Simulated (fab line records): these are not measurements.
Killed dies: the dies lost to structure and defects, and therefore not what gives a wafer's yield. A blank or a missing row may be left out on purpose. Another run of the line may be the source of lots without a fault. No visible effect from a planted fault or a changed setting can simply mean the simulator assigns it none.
What tool caused it? | flow sfqLine | at 1 step of a route of 325, 15 lots with 45 wafers sampled

== WHAT THE GAUGES SHOWED, per wafer ==
SFQ_INCOMING_BOW_MEAS_900.
lot  | measured    | on           | INCOMING_BOW (um)
L247 | day 1 15:02 | filmMetro-04 | 9 -9 8
L250 | day 2 06:01 | filmMetro-01 | -17 11 -6
L251 | day 2 11:01 | filmMetro-04 | 4 8 -4
L252 | day 2 16:00 | filmMetro-04 | 3 3 -11
L256 | day 3 12:00 | filmMetro-01 | -4 -9 0
L257 | day 3 17:02 | filmMetro-02 | 5 2 2
L261 | day 4 13:00 | filmMetro-04 | 6 1 2
L262 | day 4 18:04 | filmMetro-02 | -1 6 -7
L263 | day 4 23:01 | filmMetro-04 | 3 6 5
L264 | day 5 04:00 | filmMetro-01 | -2 3 -4
L265 | day 5 09:00 | filmMetro-01 | -2 8 -5
L266 | day 5 14:00 | filmMetro-04 | 9 1 12
L267 | day 5 19:00 | filmMetro-04 | 3 -9 8
L268 | day 6 00:01 | filmMetro-02 | -10 -3 4
L269 | day 6 05:01 | filmMetro-01 | -7 -5 -3

== EACH LOT AND THE TOOL THAT RAN IT (in order: tool; ch and the chambers of the sampled wafers; start) ==
No process step before these readings appears in the record.

== AS READ BY THE TOOLS THEMSELVES (means over the sampled wafers that have a number; for cases with no such wafer, the mark the record gives instead) ==
The record holds no such reading with a usual standard deviation.

== THE ANSWER, worked out from the rows above alone ==
Rule: usual is defined by the lots themselves. The widest of any qualifying gaps counts: lots, ordered by their means at a reading, are off when they make up no more than a third of the lots, leave a main group of 4 or more, and stand apart from it by 3 or more times the standard deviation of that group's means. A main group is skipped when, at the precision printed for the reading in the tables above, its means are all equal. Also off: a lot with no number at a reading for which 4 or more lots have one. Where the step has rows for the other lots, those lots are counted as sound. After the gauges, taken in route order, come the tools' own readings; for these a lot's mean is taken, as printed above. At the first step where some lot is off, the reading lying furthest off is the one used; lots without a number count as furthest.
Across all readings shown, no lot is off: no conclusion can be drawn from this.

== WHAT HAD BEEN PUT IN BY THE SIMULATOR ==
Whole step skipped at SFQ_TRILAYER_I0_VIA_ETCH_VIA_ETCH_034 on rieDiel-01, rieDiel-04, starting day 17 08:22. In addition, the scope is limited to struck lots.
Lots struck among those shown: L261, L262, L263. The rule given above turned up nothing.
